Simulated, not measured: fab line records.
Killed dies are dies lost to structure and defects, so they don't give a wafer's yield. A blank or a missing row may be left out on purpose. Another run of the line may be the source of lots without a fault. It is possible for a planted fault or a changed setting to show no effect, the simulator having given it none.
Which of the tools did it? / flow gf180mcu / 6 lots, 18 wafers sampled, at 2 steps of a route of 602

## WHAT EACH GAUGE READ, for each wafer
GF_SAB_CD_MEAS_09: the cd target is 420 nm.
lot=L229; measured=day 16 02:16; on=cdSem-01; cdNm (nm)=422.6 422.9 423.0
lot=L231; measured=day 16 21:25; on=cdSem-01; cdNm (nm)=416.8 420.2 418.9
lot=L234; measured=day 17 20:29; on=cdSem-01; cdNm (nm)=418.6 418.7 421.2
lot=L244; measured=day 21 07:58; on=cdSem-01; cdNm (nm)=419.1 419.0 423.1
lot=L246; measured=day 21 17:10; on=cdSem-01; cdNm (nm)=421.6 421.9 420.5
lot=L249; measured=day 22 18:40; on=cdSem-02; cdNm (nm)=420.8 417.0 420.8

## WHAT TOOL EACH LOT RAN ON (gives the tool, then ch and the chambers of the sampled wafers, and finally the start)
lot=L229; GF_HV_LDD_ETCHBACK_58=rieDiel-01 ch 0,1, day 13 09:50
lot=L231; GF_HV_LDD_ETCHBACK_58=rieDiel-02 ch 1,2,3, day 14 04:08
lot=L234; GF_HV_LDD_ETCHBACK_58=rieDiel-04 ch 1,3, day 15 00:10
lot=L244; GF_HV_LDD_ETCHBACK_58=rieDiel-02 ch 2,3, day 18 06:49
lot=L246; GF_HV_LDD_ETCHBACK_58=rieDiel-01 ch 0,2,3, day 18 18:13
lot=L249; GF_HV_LDD_ETCHBACK_58=rieDiel-04 ch 0,1,2, day 19 19:01
- GF_HV_LDD_ETCHBACK_58: etches Si3N4 in CH3F/O2, stops on SiO2, time 100 s, target depth 90 nm.

## THE ANSWER, worked out from the rows above alone
Rule: the usual values come from the lots themselves. Put in order of their means at a reading, lots are off if they are a third of the lots or fewer, leave a main group of 4 or more, and stand apart from it by a gap of 3 or more times the standard deviation of the main group's means; of several such gaps the widest counts. If all means in a main group match to the digits the tables above print for the reading, that group is not used. Also off: a lot with no number at a reading for which 4 or more lots have one. The other lots that the step has rows for count as sound.
No lot is off at any reading shown: from this, nothing can be told.

## WHAT THE SIMULATOR PUT IN
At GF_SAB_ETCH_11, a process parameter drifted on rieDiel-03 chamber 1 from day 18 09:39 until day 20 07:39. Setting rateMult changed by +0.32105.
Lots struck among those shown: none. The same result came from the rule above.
